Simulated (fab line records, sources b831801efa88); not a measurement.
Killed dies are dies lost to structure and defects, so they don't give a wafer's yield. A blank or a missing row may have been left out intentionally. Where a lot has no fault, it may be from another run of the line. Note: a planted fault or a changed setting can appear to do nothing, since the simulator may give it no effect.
fab line records    flow sky130
record: lots: 6  wafers: 18  last-day: 52
route steps=708 shown CAP2M@614 METAL4@621 PAD_OPEN@708
lots that met no fault: taken from a fault-free run of the same line
start-h: start of the lot's first displayed wafer, in hours after the record's first day    wait-h: time in hours since the lot's previous step    " repeats the value in the row above    L1.1+2: a single row standing in for several wafers    - either no value or no given start    * or withheld: withheld    < > ~ a bound
route shown NAME@n: NAME is a module with steps in the file, n the number in the route of the first one    usual: mean/standard deviation taken from wafers without a fault    same: alike in all rows    chamber/n: place in a boat    sites: each site's reading    _std_site: the values' standard deviation    _edge_site: outer sites' mean less inner sites'    radius-mm: how far each site lies from the wafer's centre    mask NAME#n: copy n    behind: the most recent tool/chamber to have shaped the wafer    hold: the reason the lot was held/the length of the hold in hours/how it ended    device: the n, p or np transistor that did not switch    end of line: tests run on the same wafers once the route is complete    a step without rows: its recipe alone    killed: dies lost to structure and defects at the first sort, not the wafer's yield    map: a wafer's dies, marking killed ones x, the rest . and places with no die _
set.NAME: the run value of the setting; set.NAME@STEP: its run value at that earlier step    model.NAME: the simulator's own value behind a step, which no gauge read
a table for each step, a row for each wafer; lots at some steps of the route
services: a tool's chamber out of use, with start hour (start-h, from the record's first day; less than 0 if before it), hours out, and reason
== steps ==
step: SKY_CAP2M_DEVELOP_11
recipe: resist: NOVOLAK  developer: TMAH  develop-time-s: 60  dev-temp-c: 23
step: SKY_CAP2M_OVL_MEAS_12
usual: CAP2M_OVL: 0.2/1.8
lot.wafer  tool        chamber  start-h  wait-h  CAP2M_OVL[nm]
L652.1     overlay-01  -        1026.55  0.1     1.6
L652.2     "           -        "        "       2.2
L652.5     "           -        "        "       3.4
L656.3     overlay-01  -        1050.66  0.1     2.2
L656.4     "           -        "        "       3.5
L656.5     "           -        "        "       2.6
L658.2     overlay-01  -        1064.50  0.1     0.1
L658.3     "           -        "        "       -0.8
L658.4     "           -        "        "       -2.3
L659.2     overlay-02  -        1065.75  0.1     -0.9
L659.4     "           -        "        "       0.9
L659.6     "           -        "        "       0.7
L666.3     overlay-01  -        1117.71  0.1     0.8
L666.4     "           -        "        "       1.7
L666.6     "           -        "        "       -0.8
L672.2     overlay-02  -        1144.65  0.1     -2.9
L672.4     "           -        "        "       -2.1
L672.5     "           -        "        "       -2.9
step: SKY_CAP2M_METAL_ETCH_13
recipe: target-depth-nm: 220  stop-on: SiO2  chemistry: Cl2/BCl3  target: TiN  pressure-mtorr: 10  icp-w: 900  bias-w: 48.5  Cl2_flow_sccm: 60  bcl3-flow-sccm: 30  time-s: 62.9
usual: drypump-motor-current-A: 6.0/0.41  oes-product-au: 0.940/0.0066  throttle-valve-pct: 21.903/0.0094
lot.wafer  tool          chamber  start-h  wait-h  drypump-motor-current-A  oes-product-au  rf-hours-counter-h  throttle-valve-pct
L652.1     rie-metal-01  0        1026.59  0.0     5.2                      0.944           14                  21.903
L652.2     "             1        "        "       6.1                      0.939           18                  21.895
L652.5     "             1        "        "       6.0                      0.932           -                   21.914
L656.3     rie-metal-01  1        1050.71  0.0     6.1                      0.942           -                   21.916
L656.4     "             0        "        "       5.2                      0.935           -                   21.896
L656.5     "             1        "        "       6.1                      0.934           -                   21.912
L658.2     rie-metal-02  1        1064.53  0.0     6.1                      0.938           16                  21.913
L658.3     "             0        "        "       5.8                      0.941           -                   21.889
L658.4     "             1        "        "       6.1                      0.944           -                   21.906
L659.2     rie-metal-03  0        1065.78  0.0     5.9                      0.938           3                   21.908
L659.4     "             0        "        "       5.9                      0.934           -                   21.931
L659.6     "             1        "        "       6.6                      0.934           -                   21.907
L666.3     rie-metal-01  1        1117.76  0.0     6.1                      0.937           -                   21.890
L666.4     "             0        "        "       5.2                      0.936           -                   21.893
L666.6     "             0        "        "       5.2                      0.942           -                   21.897
L672.2     rie-metal-01  0        1144.68  0.0     5.2                      0.947           22                  21.890
L672.4     "             1        "        "       6.1                      0.936           -                   21.894
L672.5     "             0        "        "       5.2                      0.940           -                   21.909
step: SKY_CAP2M_STRIP_14
recipe: chemistry: O2/N2  power-w: 1400  pressure-mtorr: 1500  platen-temp-c: withheld  o2-flow-sccm: 3000  n2-flow-sccm: 300  overash-fraction: 0.5
usual: drypump-motor-current-A: 5.8/0.45  oes-product-au: 0.710/0.0049  strip-time-to-endpoint-s: 12.67/0.049
lot.wafer  tool             chamber  start-h  wait-h  drypump-motor-current-A  oes-product-au  rf-hours-counter-h  strip-time-to-endpoint-s
L652.1     plasma-asher-02  1        1026.66  0.1     6.0                      0.698           27                  12.73
L652.2     "                0        "        "       5.6                      0.702           27                  12.72
L652.5     "                1        "        "       6.0                      0.705           -                   12.73
L656.3     plasma-asher-03  1        1050.79  0.1     6.7                      0.696           -                   12.65
L656.4     "                0        "        "       5.0                      0.711           -                   12.66
L656.5     "                0        "        "       5.0                      0.709           -                   12.66
L658.2     plasma-asher-02  1        1064.61  0.1     6.0                      0.708           32                  12.64
L658.3     "                1        "        "       6.0                      0.717           -                   12.65
L658.4     "                0        "        "       5.5                      0.713           -                   12.65
L659.2     plasma-asher-03  1        1065.86  0.1     6.7                      0.715           62                  12.62
L659.4     "                1        "        "       6.7                      0.709           -                   12.68
L659.6     "                1        "        "       6.6                      0.705           -                   12.58
L666.3     plasma-asher-03  0        1117.85  0.1     5.0                      0.714           -                   12.72
L666.4     "                1        "        "       6.7                      0.711           -                   12.68
L666.6     "                1        "        "       6.7                      0.707           -                   12.69
L672.2     plasma-asher-04  1        1144.76  0.1     5.7                      0.708           104                 12.66
L672.4     "                1        "        "       5.7                      0.705           -                   12.70
L672.5     "                0        "        "       6.0                      0.707           -                   12.63
step: SKY_CAP2M_STRIP_15
recipe: chemistry: post-etch-residue-remover  time-s: 1200  temp-c: 72.5
step: SKY_CAP2M_CLEAN_16
recipe: chemistry: IPA  time-s: 180  temp-c: 25
step: SKY_CAP2M_CLEAN_17
recipe: chemistry: O3/DIW  dry: n2-spin
step: SKY_METAL4_DEHYDRATE_05
recipe: temp-c: 200  time-s: 60
step: SKY_METAL4_HMDS_06
recipe: prime-time-s: 60  prime-temp-c: 120
step: SKY_METAL4_COAT_07
recipe: resist: BARC  temp-c: withheld  time-s: withheld  spin-rpm: 3000  resist-thk-nm: 60
step: SKY_METAL4_COAT_08
recipe: resist: KrF-thick  spin-rpm: 3000  resist-thk-nm: 1140
step: SKY_METAL4_SOFTBAKE_09
recipe: temp-c: 99.37  time-s: 90  resist: KrF-thick
step: SKY_METAL4_EXPOSE_10
recipe: mask-id: MM4  na: 0.68  source-shape: annular  sigma-inner: 0.4  sigma-outer: 0.8  target-cd-nm: 300  dose-mj: 28
usual: exposure-dose-mJ-cm2: 27.99/0.032
same: sigma-inner: 0.4
lot.wafer  tool            chamber  start-h  wait-h  mask   exposure-dose-mJ-cm2
L652.1     krf-scanner-02  0        1039.30  -       MM4#0  28.01
L652.2     "               0        "        "       MM4#0  28.02
L652.5     "               0        "        "       MM4#0  28.05
L656.3     krf-scanner-01  0        1062.56  -       MM4#0  28.00
L656.4     "               0        "        "       MM4#0  28.00
L656.5     "               0        "        "       MM4#0  27.98
L658.2     krf-scanner-01  0        1076.82  -       MM4#0  25.04
L658.3     "               0        "        "       MM4#0  24.99
L658.4     "               0        "        "       MM4#0  25.02
L659.2     krf-scanner-01  0        1077.97  -       MM4#0  25.03
L659.4     "               0        "        "       MM4#0  25.06
L659.6     "               0        "        "       MM4#0  25.05
L666.3     krf-scanner-02  0        1129.09  -       MM4#0  27.95
L666.4     "               0        "        "       MM4#0  27.96
L666.6     "               0        "        "       MM4#0  27.96
L672.2     krf-scanner-02  0        1155.79  -       MM4#0  27.95
L672.4     "               0        "        "       MM4#0  27.94
L672.5     "               0        "        "       MM4#0  27.94
step: SKY_METAL4_PEB_11
recipe: peb-temp-c: withheld  peb-time-s: withheld  resist: KrF-thick
step: SKY_METAL4_DEVELOP_12
recipe: develop-time-s: 60  resist: KrF-thick  dev-temp-c: 21
step: SKY_METAL4_CD_MEAS_13
recipe: target-cd-nm: 300
usual: cd-nm: 299.7/1.5
lot.wafer  tool       chamber  start-h  wait-h  cd-nm
L652.1     cd-sem-01  -        1050.99  -       298.5
L652.2     "          -        "        "       296.3
L652.5     "          -        "        "       297.7
L656.3     cd-sem-02  -        1074.28  -       299.2
L656.4     "          -        "        "       300.1
L656.5     "          -        "        "       299.2
L658.2     cd-sem-02  -        1087.57  -       318.3
L658.3     "          -        "        "       317.5
L658.4     "          -        "        "       316.9
L659.2     cd-sem-01  -        1089.02  -       318.0
L659.4     "          -        "        "       317.3
L659.6     "          -        "        "       316.6
L666.3     cd-sem-02  -        1139.13  -       301.5
L666.4     "          -        "        "       300.3
L666.6     "          -        "        "       300.8
L672.2     cd-sem-02  -        1165.07  -       301.6
L672.4     "          -        "        "       301.4
L672.5     "          -        "        "       302.5
step: SKY_METAL4_OVL_MEAS_14
usual: METAL4_OVL: 0/6.4
lot.wafer  tool        chamber  start-h  wait-h  METAL4_OVL[nm]
L652.1     overlay-02  -        1051.11  0.1     -5
L652.2     "           -        "        "       9
L652.5     "           -        "        "       -3
L656.3     overlay-01  -        1074.38  0.1     -5
L656.4     "           -        "        "       2
L656.5     "           -        "        "       -2
L658.2     overlay-02  -        1087.68  0.1     -4
L658.3     "           -        "        "       -1
L658.4     "           -        "        "       -6
L659.2     overlay-02  -        1089.13  0.1     -6
L659.4     "           -        "        "       -5
L659.6     "           -        "        "       -3
L666.3     overlay-02  -        1139.23  0.1     -13
L666.4     "           -        "        "       1
L666.6     "           -        "        "       3
L672.2     overlay-02  -        1165.18  0.1     3
L672.4     "           -        "        "       -1
L672.5     "           -        "        "       -13
step: SKY_METAL4_DESCUM_15
recipe: chemistry: O2  source-power-w: 150  bias-power-w: 0  pressure-mtorr: 10  temp-c: 40  time-s: 8
usual: drypump-motor-current-A: 6.0/0.42  oes-product-au: 1.002/0.012
lot.wafer  tool          chamber  start-h  wait-h  drypump-motor-current-A  oes-product-au  rf-hours-counter-h  model.METAL4.cd-nm
L652.1     rie-metal-04  0        1051.15  0.0     6.2                      0.989           14                  297.7
L652.2     "             1        "        "       5.7                      1.008           21                  296.8
L652.5     "             0        "        "       6.2                      0.988           -                   296.8
L656.3     rie-metal-04  0        1074.41  0.0     6.2                      1.009           -                   298.1
L656.4     "             1        "        "       5.7                      1.017           -                   300.6
L656.5     "             0        "        "       6.2                      0.999           -                   299
L658.2     rie-metal-01  1        1087.71  0.0     6.1                      0.993           21                  318
L658.3     "             1        "        "       6.1                      1.011           -                   317.2
L658.4     "             0        "        "       5.2                      1.005           -                   317.2
L659.2     rie-metal-04  0        1089.16  0.0     6.2                      0.990           17                  317
L659.4     "             1        "        "       5.7                      1.009           -                   318
L659.6     "             0        "        "       6.2                      0.990           -                   315.8
L666.3     rie-metal-03  0        1139.26  0.0     5.9                      0.998           -                   301
L666.4     "             1        "        "       6.6                      1.010           -                   300.3
L666.6     "             0        "        "       5.9                      0.985           -                   300.7
L672.2     rie-metal-01  1        1165.21  0.0     6.1                      0.990           27                  301.8
L672.4     "             1        "        "       6.0                      1.003           -                   301.6
L672.5     "             0        "        "       5.2                      1.006           -                   302.9
step: SKY_METAL4_ETCH_16
recipe: chemistry: N2/H2  target: BARC  ion-energy-ev: 196.1  bias-w: 100  pressure-mtorr: 30  n2-flow-sccm: 100  h2-flow-sccm: 200  icp-w: 500  stop-on: SiO2  time-s: 88.2  target-depth-a: 600
usual: drypump-motor-current-A: 6.0/0.42  oes-product-au: 0.626/0.0049  throttle-valve-pct: 13.206/0.0089
lot.wafer  tool          chamber  start-h  wait-h  drypump-motor-current-A  oes-product-au  rf-hours-counter-h  throttle-valve-pct
L652.1     rie-metal-04  0        1051.18  0.0     6.2                      0.629           14                  13.202
L652.2     "             1        "        "       5.8                      0.628           21                  13.216
L652.5     "             0        "        "       6.2                      0.626           -                   13.199
L656.3     rie-metal-04  0        1074.46  0.0     6.2                      0.621           -                   13.204
L656.4     "             1        "        "       5.7                      0.625           -                   13.205
L656.5     "             0        "        "       6.2                      0.629           -                   13.207
L658.2     rie-metal-01  1        1087.74  0.0     6.1                      0.629           21                  13.198
L658.3     "             1        "        "       6.1                      0.613           -                   13.209
L658.4     "             0        "        "       5.2                      0.622           -                   13.223
L659.2     rie-metal-04  0        1089.19  0.0     6.2                      0.625           17                  13.208
L659.4     "             1        "        "       5.8                      0.628           -                   13.203
L659.6     "             0        "        "       6.2                      0.631           -                   13.210
L666.3     rie-metal-03  0        1139.31  0.0     5.9                      0.622           -                   13.190
L666.4     "             1        "        "       6.6                      0.624           -                   13.199
L666.6     "             0        "        "       5.9                      0.637           -                   13.194
L672.2     rie-metal-01  1        1165.24  0.0     6.1                      0.627           27                  13.221
L672.4     "             1        "        "       6.2                      0.626           -                   13.211
L672.5     "             0        "        "       5.2                      0.622           -                   13.203
step: SKY_METAL4_ETCH_17
recipe: target: SiO2  stop-on: TiN  chemistry: C4F8/O2/Ar  source-w: 1500  bias-w: 1200  pressure-mtorr: 40  c4f8-flow-sccm: withheld  O2_flow_sccm: 6  Ar_flow_sccm: 300  time-s: 3.9  target-depth-a: 150
usual: oes-product-au: 0.756/0.0065
lot.wafer  tool         chamber  start-h  wait-h  oes-product-au  rf-hours-counter-h
L652.1     rie-diel-03  1        1051.28  0.1     0.751           21
L652.2     "            0        "        "       0.740           11
L652.5     "            1        "        "       0.761           -
L656.3     rie-diel-04  1        1074.53  0.0     0.753           20
L656.4     "            2        "        "       0.750           0
L656.5     "            2        "        "       0.752           -
L658.2     rie-diel-01  2        1087.84  0.1     0.754           19
L658.3     "            3        "        "       0.756           5
L658.4     "            0        "        "       0.754           22
L659.2     rie-diel-04  3        1089.29  0.1     0.756           17
L659.4     "            1        "        "       0.764           21
L659.6     "            3        "        "       0.757           -
L666.3     rie-diel-03  1        1139.38  0.0     0.756           24
L666.4     "            2        "        "       0.766           14
L666.6     "            0        "        "       0.763           -
L672.2     rie-diel-03  3        1165.34  0.1     0.766           13
L672.4     "            1        "        "       0.767           25
L672.5     "            1        "        "       0.763           -
step: SKY_METAL4_METAL_ETCH_18
recipe: target-depth-a: 8450  stop-on: SiO2  over-etch-frac: 0.3  time-s: 183.1  chemistry: Cl2/BCl3  resist-sidewall-deg: 88  pressure-mtorr: 10  icp-w: 900  bias-w: 48.5  Cl2_flow_sccm: 60  bcl3-flow-sccm: 30
usual: drypump-motor-current-A: 6.0/0.41  oes-product-au: 0.865/0.0056  throttle-valve-pct: 22.263/0.0094
lot.wafer  tool          chamber  start-h  wait-h  drypump-motor-current-A  oes-product-au  rf-hours-counter-h  throttle-valve-pct  model.METAL4.cd-nm
L652.1     rie-metal-03  0        1051.30  0.0     5.9                      0.864           2                   22.261              296.9
L652.2     "             1        "        "       6.6                      0.866           18                  22.259              293.5
L652.5     "             1        "        "       6.6                      0.858           -                   22.288              291.3
L656.3     rie-metal-01  0        1074.61  0.1     5.2                      0.870           -                   22.262              301.5
L656.4     "             1        "        "       6.1                      0.873           -                   22.253              300.4
L656.5     "             1        "        "       6.1                      0.869           -                   22.264              298.7
L658.2     rie-metal-04  1        1087.86  0.0     5.7                      0.858           24                  22.260              320.2
L658.3     "             1        "        "       5.7                      0.864           -                   22.264              316
L658.4     "             0        "        "       6.2                      0.869           -                   22.261              319.4
L659.2     rie-metal-04  0        1089.31  0.0     6.2                      0.871           17                  22.256              320.9
L659.4     "             1        "        "       5.7                      0.857           -                   22.274              316.8
L659.6     "             0        "        "       6.2                      0.868           -                   22.262              318.1
L666.3     rie-metal-01  1        1139.46  0.1     6.1                      0.868           -                   22.256              302.3
L666.4     "             0        "        "       5.2                      0.871           -                   22.277              303.7
L666.6     "             1        "        "       6.1                      0.871           -                   22.261              305.3
L672.2     rie-metal-03  0        1165.36  0.0     5.9                      0.863           9                   22.254              299.1
L672.4     "             1        "        "       6.6                      0.862           -                   22.255              299.3
L672.5     "             1        "        "       6.6                      0.856           -                   22.262              296.5
step: SKY_METAL4_STRIP_19
recipe: chemistry: O2/N2  power-w: 1400  pressure-mtorr: 1500  platen-temp-c: withheld  o2-flow-sccm: 3000  n2-flow-sccm: 300  overash-fraction: 0.5
usual: drypump-motor-current-A: 5.85/0.2  oes-product-au: 0.504/0.0065  strip-time-to-endpoint-s: 6.56/0.11
lot.wafer  tool             chamber  start-h  wait-h  drypump-motor-current-A  oes-product-au  rf-hours-counter-h  strip-time-to-endpoint-s
L652.1     plasma-asher-02  0        1051.48  0.1     5.56                     0.500           30                  6.67
L652.2     "                1        "        "       6.01                     0.501           30                  6.49
L652.5     "                0        "        "       5.56                     0.495           -                   6.45
L656.3     plasma-asher-02  0        1074.76  0.1     5.58                     0.498           -                   6.56
L656.4     "                1        "        "       6.02                     0.502           -                   6.63
L656.5     "                1        "        "       6.03                     0.513           -                   6.62
L658.2     plasma-asher-01  1        1088.03  0.1     6.04                     0.501           2                   6.52
L658.3     "                0        "        "       5.83                     0.500           -                   6.44
L658.4     "                1        "        "       6.06                     0.503           -                   6.59
L659.2     plasma-asher-04  1        1089.48  0.1     5.73                     0.502           98                  6.54
L659.4     "                0        "        "       6.03                     0.490           -                   6.40
L659.6     "                0        "        "       6.03                     0.508           -                   6.56
L666.3     plasma-asher-01  1        1139.61  0.1     6.03                     0.507           -                   6.74
L666.4     "                0        "        "       5.84                     0.503           -                   6.60
L666.6     "                0        "        "       5.83                     0.524           -                   6.75
L672.2     plasma-asher-02  1        1165.53  0.1     6.01                     0.514           42                  6.73
L672.4     "                0        "        "       5.55                     0.501           -                   6.48
L672.5     "                0        "        "       5.57                     0.506           -                   6.50
step: SKY_PAD_OPEN_PROBE_99
usual: defect-limited-yield: 82.5/1.9  killed_at_M0_to_M3: 44/7.1  killed_at_M4_up: 3.3/1.9  killed-at-contacts: 24/5.3  killed-at-front-end: 15/4.5  killed-at-other: 0.3/0.55  killed-dies: 86/9.5  killed-open: 46/7.3  killed-short: 39/6.4  sort_bin_3_pad_short: 0.9/0.43  sort_bin_5_function: 10.3/1.4  sort_bin_6_memory: 6.3/1  sort-n-pass: 406/9.5  sort-yield-pct: 82.5/1.9
same: gross-dies: 492  killed-at-back-side: 0  sort_bin_4_leakage[%]: 0  sort_bin_8_speed[%]: 0
lot.wafer  tool       chamber  start-h  wait-h  defect-limited-yield[%]  killed_at_M0_to_M3  killed_at_M4_up  killed-at-contacts  killed-at-front-end  killed-at-other  killed-dies  killed-open  killed-short  sort_bin_3_pad_short[%]  sort_bin_5_function[%]  sort_bin_6_memory[%]  sort-n-pass  sort-yield-pct[%]  model.etest.met4.width-nm  model.etest.met4.line-ohm-um
L652.1     prober-01  -        1144.58  0.1     78.5                     50                  2                37                  17                   0                106          58           48            1.4                      13.0                    7.1                   386          78.5               297.1                      0.1414
L652.2     prober-01  -        1144.63  0.1     85.2                     37                  2                22                  12                   0                73           39           34            0.8                      9.6                     4.5                   419          85.2               294.9                      0.145
L652.5     prober-01  -        1144.78  0.2     83.9                     30                  3                33                  13                   0                79           42           37            0.8                      10.6                    4.7                   413          83.9               292.5                      0.1445
L656.3     prober-01  -        1165.30  0.2     81.7                     40                  5                29                  15                   1                90           58           32            0.2                      11.4                    6.7                   402          81.7               301.5                      0.1407
L656.4     prober-01  -        1165.35  0.2     85.0                     38                  5                16                  15                   0                74           34           39            0.6                      8.5                     5.9                   418          85.0               299.4                      0.1438
L656.5     prober-01  -        1165.40  0.2     85.2                     35                  7                23                  8                    0                73           42           30            0.6                      8.9                     5.3                   419          85.2               297.6                      0.1428
L658.2     prober-01  -        1176.26  0.1     80.7                     49                  3                19                  24                   0                95           59           35            0.8                      12.0                    6.5                   397          80.7               322.1                      0.133
L658.3     prober-01  -        1176.31  0.2     85.0                     32                  3                19                  19                   1                74           46           27            0.4                      9.3                     5.3                   418          85.0               320.8                      0.1316
L658.4     prober-01  -        1176.36  0.2     82.1                     49                  6                17                  16                   0                88           42           44            1.0                      11.0                    5.9                   404          82.1               319.9                      0.1314
L659.2     prober-02  -        1178.23  0.1     81.5                     45                  1                19                  26                   0                91           47           44            0.6                      10.0                    7.9                   401          81.5               318.2                      0.1349
L659.4     prober-02  -        1178.33  0.2     81.1                     46                  4                23                  20                   0                93           45           48            0.8                      11.6                    6.5                   399          81.1               314.8                      0.1354
L659.6     prober-02  -        1178.43  0.2     82.9                     42                  3                20                  18                   1                84           49           35            1.0                      9.6                     6.5                   408          82.9               317.4                      0.1353
L666.3     prober-01  -        1220.32  0.2     79.3                     43                  5                33                  21                   0                102          54           48            0.8                      12.4                    7.5                   390          79.3               302.7                      0.1398
L666.4     prober-01  -        1220.37  0.2     82.5                     42                  5                24                  15                   0                86           48           38            1.2                      9.8                     6.5                   406          82.5               303.6                      0.1403
L666.6     prober-01  -        1220.47  0.2     82.1                     43                  3                25                  17                   0                88           51           35            1.2                      9.8                     6.9                   404          82.1               305.5                      0.1399
L672.2     prober-02  -        1240.25  0.1     82.7                     48                  3                17                  16                   1                85           43           42            0.8                      8.7                     7.7                   407          82.7               296.9                      0.1461
L672.4     prober-02  -        1240.35  0.2     80.7                     50                  4                28                  13                   0                95           40           55            1.6                      11.2                    6.5                   397          80.7               296                        0.1446
L672.5     prober-02  -        1240.40  0.2     85.2                     39                  3                19                  12                   0                73           41           32            0                        10.0                    4.9                   419          85.2               294.8                      0.1462
killed by level:class
L652.1 VIA1:geometric-particle:open=12 CONTACT:geometric-particle:open=10 VIA3:geometric-particle:open=9 LOCAL_INTERCONNECT:geometric-particle:short=9 POLY_GATE:geometric-particle:short=7 LI_CONTACT:geometric-particle:open=7 VIA1:geometric-particle:short=7 VIA2:geometric-particle:open=6
L652.2 VIA1:geometric-particle:open=9 LI_CONTACT:geometric-particle:open=7 CONTACT:geometric-particle:short=7 CONTACT:geometric-particle:open=6 METAL1:geometric-particle:open=6 METAL2:geometric-particle:short=6 VIA2:geometric-particle:open=4 POLY_GATE:geometric-particle:short=3
L652.5 CONTACT:geometric-particle:open=16 LI_CONTACT:geometric-particle:open=7 POLY_GATE:geometric-particle:open=5 LOCAL_INTERCONNECT:geometric-particle:short=5 VIA1:geometric-particle:short=5 VIA3:geometric-particle:open=5 POLY_GATE:geometric-particle:short=4 CONTACT:geometric-particle:short=4
L656.3 LI_CONTACT:geometric-particle:open=13 CONTACT:geometric-particle:open=10 VIA1:geometric-particle:open=10 METAL2:geometric-particle:short=6 FIELD_ISO:geometric-particle:open=5 VIA2:geometric-particle:open=5 VIA3:geometric-particle:open=5 METAL4:geometric-particle:short=4
L656.4 VIA1:geometric-particle:open=6 METAL1:geometric-particle:short=6 METAL2:geometric-particle:short=6 VIA3:geometric-particle:open=6 VIA2:geometric-particle:open=5 FIELD_ISO:geometric-particle:short=4 POLY_GATE:geometric-particle:open=4 LOCAL_INTERCONNECT:geometric-particle:short=4
L656.5 CONTACT:geometric-particle:open=9 VIA1:geometric-particle:open=8 LI_CONTACT:geometric-particle:open=5 VIA1:geometric-particle:short=5 VIA2:geometric-particle:open=5 CONTACT:geometric-particle:short=4 VIA3:geometric-particle:open=4 LOCAL_INTERCONNECT:geometric-particle:short=3
L658.2 VIA1:geometric-particle:open=16 VIA3:geometric-particle:open=13 LI_CONTACT:geometric-particle:open=10 FIELD_ISO:geometric-particle:short=7 VIA2:geometric-particle:open=6 POLY_GATE:geometric-particle:short=5 POLY_GATE:geometric-particle:open=4 VIA1:geometric-particle:short=4
L658.3 VIA1:geometric-particle:open=14 CONTACT:geometric-particle:open=8 POLY_GATE:geometric-particle:short=5 LI_CONTACT:geometric-particle:open=5 POLY_GATE:geometric-particle:open=4 METAL2:geometric-particle:short=4 VIA3:geometric-particle:open=4 FIELD_ISO:geometric-particle:open=3
L658.4 VIA1:geometric-particle:open=12 LI_CONTACT:geometric-particle:open=7 VIA1:geometric-particle:short=7 METAL2:geometric-particle:short=7 VIA3:geometric-particle:open=5 VIA3:geometric-particle:short=5 POLY_GATE:geometric-particle:open=4 LOCAL_INTERCONNECT:geometric-particle:short=4
L659.2 VIA1:geometric-particle:short=11 VIA1:geometric-particle:open=10 CONTACT:geometric-particle:short=7 FIELD_ISO:geometric-particle:open=6 LI_CONTACT:geometric-particle:open=6 FIELD_ISO:geometric-particle:short=5 POLY_GATE:geometric-particle:open=5 VIA3:geometric-particle:open=5
L659.4 METAL1:geometric-particle:short=12 VIA1:geometric-particle:short=9 VIA1:geometric-particle:open=9 LI_CONTACT:geometric-particle:open=7 CONTACT:geometric-particle:open=7 POLY_GATE:geometric-particle:short=5 VIA3:geometric-particle:open=5 FIELD_ISO:geometric-particle:short=4
L659.6 VIA1:geometric-particle:open=14 LI_CONTACT:geometric-particle:open=9 METAL1:geometric-particle:short=6 VIA3:geometric-particle:open=6 VIA2:geometric-particle:open=5 POLY_GATE:geometric-particle:short=5 CONTACT:geometric-particle:open=5 LOCAL_INTERCONNECT:geometric-particle:short=4
L666.3 CONTACT:geometric-particle:open=13 VIA1:geometric-particle:open=9 POLY_GATE:geometric-particle:open=6 LI_CONTACT:geometric-particle:open=5 VIA2:geometric-particle:open=5 CONTACT:geometric-particle:short=5 METAL2:geometric-particle:short=5 VIA1:geometric-particle:short=5
L666.4 LI_CONTACT:geometric-particle:open=9 METAL2:geometric-particle:short=8 CONTACT:geometric-particle:open=7 VIA2:geometric-particle:open=6 VIA1:geometric-particle:open=5 METAL2:geometric-particle:open=5 POLY_GATE:geometric-particle:open=4 LOCAL_INTERCONNECT:geometric-particle:short=4
L666.6 VIA3:geometric-particle:open=9 VIA2:geometric-particle:open=7 CONTACT:geometric-particle:open=7 VIA1:geometric-particle:open=7 LI_CONTACT:geometric-particle:open=6 POLY_GATE:geometric-particle:short=5 LOCAL_INTERCONNECT:geometric-particle:short=5 FIELD_ISO:geometric-particle:open=4
L672.2 CONTACT:geometric-particle:open=8 METAL1:geometric-particle:short=8 VIA2:geometric-particle:open=7 METAL2:geometric-particle:short=6 VIA3:geometric-particle:open=6 POLY_GATE:geometric-particle:short=5 VIA1:geometric-particle:short=5 VIA1:geometric-particle:open=5
L672.4 METAL1:geometric-particle:short=10 CONTACT:geometric-particle:open=8 LOCAL_INTERCONNECT:geometric-particle:short=7 CONTACT:geometric-particle:short=7 METAL2:geometric-particle:short=7 VIA1:geometric-particle:open=6 VIA3:geometric-particle:open=6 VIA3:geometric-particle:short=5
L672.5 VIA3:geometric-particle:open=10 CONTACT:geometric-particle:open=9 VIA1:geometric-particle:open=8 POLY_GATE:geometric-particle:open=5 LOCAL_INTERCONNECT:geometric-particle:short=4 METAL2:geometric-particle:short=4 METAL3:geometric-particle:short=4 FIELD_ISO:geometric-particle:open=3
== services ==
tool             chamber  start-h  hours  kind
rie-diel-03      2        1018.99  2.5    repair
krf-scanner-02   -        1021.82  0.7    repair
plasma-asher-03  -        1023.54  6.3    repair
krf-scanner-01   -        1025.54  0.8    pm
rie-diel-03      2        1041.60  8.4    repair
rie-diel-03      0        1059.34  14.8   repair
krf-scanner-02   -        1059.49  1.0    pm
rie-metal-01     1        1068.93  4.2    repair
rie-diel-03      3        1070.42  1.5    repair
krf-scanner-02   -        1071.77  1.5    repair
krf-scanner-02   -        1076.62  3.6    pm
plasma-asher-02  -        1078.47  2.8    pm
krf-scanner-01   -        1080.18  1.0    pm
rie-metal-03     -        1080.31  14.6   pm
rie-diel-03      2        1088.00  5.4    repair
krf-scanner-02   -        1088.49  0.8    pm
rie-metal-01     -        1089.03  4.3    pm
rie-metal-03     0        1099.71  6.9    repair
rie-metal-01     -        1112.27  0.6    repair
krf-scanner-01   -        1116.41  4.4    pm
rie-diel-03      -        1121.72  0.6    repair
krf-scanner-02   -        1129.32  4.4    pm
plasma-asher-03  -        1132.28  29.9   pm
plasma-asher-02  -        1154.68  0.9    repair
== key ==
first-sign: step: SKY_METAL4_EXPOSE_10  reading: exposure-dose-mJ-cm2  direction: down  sigmas: 91  usual: *  struck: *
effect: step: SKY_METAL4_CD_MEAS_13  reading: cd-nm  direction: up  sigmas: 11  usual: 299.7  struck: 317.4
model-effect: step: SKY_METAL4_DESCUM_15  value: METAL4.cd-nm  without: 297  struck: 317.2
model-effect: step: SKY_METAL4_METAL_ETCH_18  value: METAL4.cd-nm  without: 298.3  struck: 318.6
model-effect: step: SKY_PAD_OPEN_PROBE_99  value: etest.met4.width-nm  without: 298.6  struck: 318.9
met-at SKY_METAL4_EXPOSE_10
struck-wafers L658.2,L658.3,L658.4,L659.2,L659.4,L659.6
onset-between 1062.56 1076.82
fault: kind: process-parameter-drift  tool: krf-scanner-01  chamber: -  onset-h: 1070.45  steps: SKY_METAL4_EXPOSE_10  channel: dose-mj  offset: -2.988  shape: step  acts-in: these-recipes-only  stated: 28
